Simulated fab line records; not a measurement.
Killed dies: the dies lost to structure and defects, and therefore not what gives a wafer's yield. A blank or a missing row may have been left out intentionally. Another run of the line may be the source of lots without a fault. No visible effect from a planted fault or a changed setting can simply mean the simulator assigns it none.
Struck lot and sound lot, side by side	flow sfq-line	42 steps out of a route of 325
Sound: wafers L193.1, L193.2, L193.3. Wafers struck: L195.1, L195.2, L195.4. The cause comes at the end.
Each step with rows lists, per side, the tool, then ch with its chambers, then its first start. Under that, the readings that differ: sound wafers	struck wafers	difference of the means	sigmas: that difference in standard deviations of wafers without a fault.
alike: same words and numbers on both sides, and readings whose means sit less than 2 such deviations apart. not compared: any withheld reading, any reading some wafer has no value for, any bound like >300 that may hide the same value, and any number with overlapping values for which the record gives no deviation.
The two part at a step that has a row with sigmas, a row that says differs or no value, or rows on one side only. Non-overlapping numbers with no deviation appear without sigmas and do not part them. A reading that every wafer of one side lacks parts them only if that side has two wafers or more.

first, 6 steps without rows for these wafers: SFQ_TRILAYER_M6_LITHO_COAT_164 (resist thk 62 nm); SFQ_TRILAYER_M6_LITHO_COAT_159 (resist thk 600 nm); SFQ_TRILAYER_M6_LITHO_SOFTBAKE_163; SFQ_TRILAYER_M6_LITHO_EXPOSE_160 (exposes mask M6, target cd 500 nm); SFQ_TRILAYER_M6_LITHO_PEB_162 (peb time 60 s); SFQ_TRILAYER_M6_LITHO_DEVELOP_161 (time 60 s).
SFQ_M6_OVL_MEAS_940:
  sound: overlay-02 at day 74 07:07; struck: overlay-02 at day 75 12:08
  alike: M6_OVL
then, 1 step without rows for these wafers: SFQ_TRILAYER_M6_BARC_OPEN_METAL_ETCH_206 (etches BARC in O2, target depth 125 nm, time 41.7 s).
SFQ_TRILAYER_M6_ETCH_METAL_ETCH_162: etches Nb in Cl2/Ar, stops on SiO2, target depth 240 nm, time 120 s.
  sound on rie-metal-01 ch 0,1, day 74 07:13; struck on rie-metal-02 ch 0,1, day 75 12:13
  alike: drypump-motor-current-A, oes-product-au
  not compared: rf-hours-counter-h
then, 3 steps without rows for these wafers: SFQ_TRILAYER_M6_STRIP_STRIP_163 (strips in O2); SFQ_TRILAYER_M6_STRIP_SOLV_CLEAN_164 (cleans in NMP, time 600 s); SFQ_TRILAYER_I6_DEP_PECVD_165 (deposits SiO2 from SiH4/N2O, time 111.11 s, target thk 500 nm).
SFQ_TRILAYER_I6_CMP_CMP_166: polishes SiO2.
  sound on cmp-02 ch 0,2,3, day 74 08:11; struck on cmp-02 ch 0,1,2, day 75 13:46
  no value came back on the struck wafers for edge-zone-pressure-frac, head-pressure-psi (psi), motor-current-A (A), time-to-endpoint-s (s); on the sound wafers edge-zone-pressure-frac reads 0.998 0.997 1.000
reading	sound	struck	difference	sigmas
model.SiO2_of_TRILAYER_I6_DEP_PECVD_165.thk-nm (nm)	200.9 200.2 200.1	489.5 493.5 501.3	+294.4	
SFQ_I6_BOW_MEAS_941:
  sound: film-metro-01 at day 74 11:11; struck: film-metro-01 at day 75 16:46
  alike: I6_BOW
SFQ_TRILAYER_I6_METRO_MEASURE_167:
  sound: film-metro-01 at day 74 11:19; struck: film-metro-01 at day 75 16:53
reading	sound	struck	difference	sigmas
thk-nm (nm)	201.0 200.2 200.1	489.8 493.4 501.1	+294.3	+99 or more
then, 6 steps without rows for these wafers: SFQ_TRILAYER_I6_VIA_LITHO_COAT_174 (resist thk 62 nm); SFQ_TRILAYER_I6_VIA_LITHO_COAT_169 (resist thk 650 nm); SFQ_TRILAYER_I6_VIA_LITHO_SOFTBAKE_173; SFQ_TRILAYER_I6_VIA_LITHO_EXPOSE_170 (exposes mask I6, target cd 700 nm); SFQ_TRILAYER_I6_VIA_LITHO_PEB_172 (peb time 60 s); SFQ_TRILAYER_I6_VIA_LITHO_DEVELOP_171 (time 60 s).
-- the record jumps here: 5 days lie between the struck wafers' starts before and after --
SFQ_I6_OVL_MEAS_942:
  sound: overlay-01 at day 78 22:40; struck: overlay-02 at day 80 05:16
  alike: I6_OVL
then, 1 step without rows for these wafers: SFQ_TRILAYER_I6_VIA_BARC_OPEN_VIA_ETCH_235 (etches BARC in O2, target depth 125 nm, time 41.7 s).
SFQ_TRILAYER_I6_VIA_ETCH_VIA_ETCH_172: etches SiO2 in CHF3, stops on Nb, target depth 260 nm.
  sound on rie-diel-02 ch 0,2,3, day 78 22:44; struck on rie-diel-02 ch 0,1,2, day 80 05:20
reading	sound	struck	difference	sigmas
oes-product-au (a.u.)	0.867 0.850 0.852	1.617 1.649 1.618	+0.772	+99 or more
model.etch.depth-nm (nm)	200.9 200.2 200.1	257.4 263.5 258.1	+59.3	
model.I6.feature-depth-nm (nm)	200.9 200.2 200.1	257.4 263.5 258.1	+59.3	
  alike: drypump-motor-current-A
then, 2 steps without rows for these wafers: SFQ_TRILAYER_I6_VIA_STRIP_STRIP_173 (strips in O2); SFQ_TRILAYER_I6_VIA_STRIP_SOLV_CLEAN_174 (cleans in NMP, time 600 s).
SFQ_TRILAYER_M7_DEP_PRE_CLEAN_176: time 22.5 s.
  sound: pvd-sputter-06 at day 78 23:38; struck: pvd-sputter-04 at day 80 06:13
reading	sound	struck	difference	sigmas
model.SiO2_of_TRILAYER_I6_DEP_PECVD_165.thk-nm (nm)	193.4 192.8 192.6	482 486 493.8	+294	
SFQ_TRILAYER_M7_DEP_SPUTTER_175: material Nb, target thk 200 nm, time 133.3 s.
  sound: pvd-sputter-06 at day 78 23:40; struck: pvd-sputter-04 at day 80 06:15
  alike: throttle-valve-pct
SFQ_M7_RS_MEAS_943: measurement is done with a four-point probe.
  sound: film-metro-02 at day 78 23:45; struck: film-metro-04 at day 80 06:20
  alike: M7_NB_RS
then, 6 steps without rows for these wafers: SFQ_TRILAYER_M7_LITHO_COAT_182 (resist thk 62 nm); SFQ_TRILAYER_M7_LITHO_COAT_177 (resist thk 600 nm); SFQ_TRILAYER_M7_LITHO_SOFTBAKE_181; SFQ_TRILAYER_M7_LITHO_EXPOSE_178 (exposes mask M7, target cd 500 nm); SFQ_TRILAYER_M7_LITHO_PEB_180 (peb time 60 s); SFQ_TRILAYER_M7_LITHO_DEVELOP_179 (time 60 s).
SFQ_M7_OVL_MEAS_945:
  sound: overlay-02 at day 79 22:46; struck: overlay-01 at day 80 14:22
  alike: M7_OVL
then, 1 step without rows for these wafers: SFQ_TRILAYER_M7_BARC_OPEN_METAL_ETCH_229 (etches BARC in O2, target depth 125 nm, time 41.7 s).
SFQ_TRILAYER_M7_ETCH_METAL_ETCH_180: etches Nb in Cl2/Ar, stops on SiO2, target depth 240 nm, time 120 s.
  sound on rie-metal-03 ch 0,1, day 79 22:52; struck on rie-metal-04 ch 0,1, day 80 14:28
  alike: drypump-motor-current-A, oes-product-au
  not compared: rf-hours-counter-h
SFQ_TRILAYER_M7_STRIP_STRIP_181: strips in O2.
  sound on rie-metal-03 ch 0,1, day 79 22:59; struck on rie-metal-04 ch 0,1, day 80 14:35
  alike: drypump-motor-current-A, oes-product-au
  not compared: rf-hours-counter-h
then, 1 step without rows for these wafers: SFQ_TRILAYER_M7_STRIP_SOLV_CLEAN_182 (cleans in NMP, time 600 s).
SFQ_TRILAYER_I7_DEP_PECVD_183: deposits SiO2 from SiH4/N2O, time 111.11 s, target thk 500 nm.
  sound on pecvd-01 ch 0,1,2, day 79 23:46; struck on pecvd-02 ch 0,1,2, day 80 15:22
  alike: heater-power-w, throttle-valve-pct
  not compared: since-wet-clean-h
-- the record jumps here: 4 days lie between the struck wafers' starts before and after --
SFQ_M8_BOW_MEAS_951:
  sound: film-metro-04 at day 84 02:21; struck: film-metro-02 at day 85 00:06
reading	sound	struck	difference	sigmas
model.etest.i6.link-ohm	1.882 1.862 1.877	1e+06 1e+06 1e+06	+1e+06	
  alike: M8_BOW

WHERE THEY PART
At SFQ_TRILAYER_I6_CMP_CMP_166 first; at SFQ_TRILAYER_I6_VIA_ETCH_VIA_ETCH_172 last (within this record only). Later steps at which nothing parts them and some readings are alike: SFQ_TRILAYER_M7_DEP_SPUTTER_175, SFQ_M7_RS_MEAS_943, SFQ_M7_OVL_MEAS_945, SFQ_TRILAYER_M7_ETCH_METAL_ETCH_180, SFQ_TRILAYER_M7_STRIP_STRIP_181, SFQ_TRILAYER_I7_DEP_PECVD_183, SFQ_M8_BOW_MEAS_951.

WHY: the cause the simulator had injected
Whole step skipped at SFQ_TRILAYER_I6_CMP_CMP_166 on cmp-02, starting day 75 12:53. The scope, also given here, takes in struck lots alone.
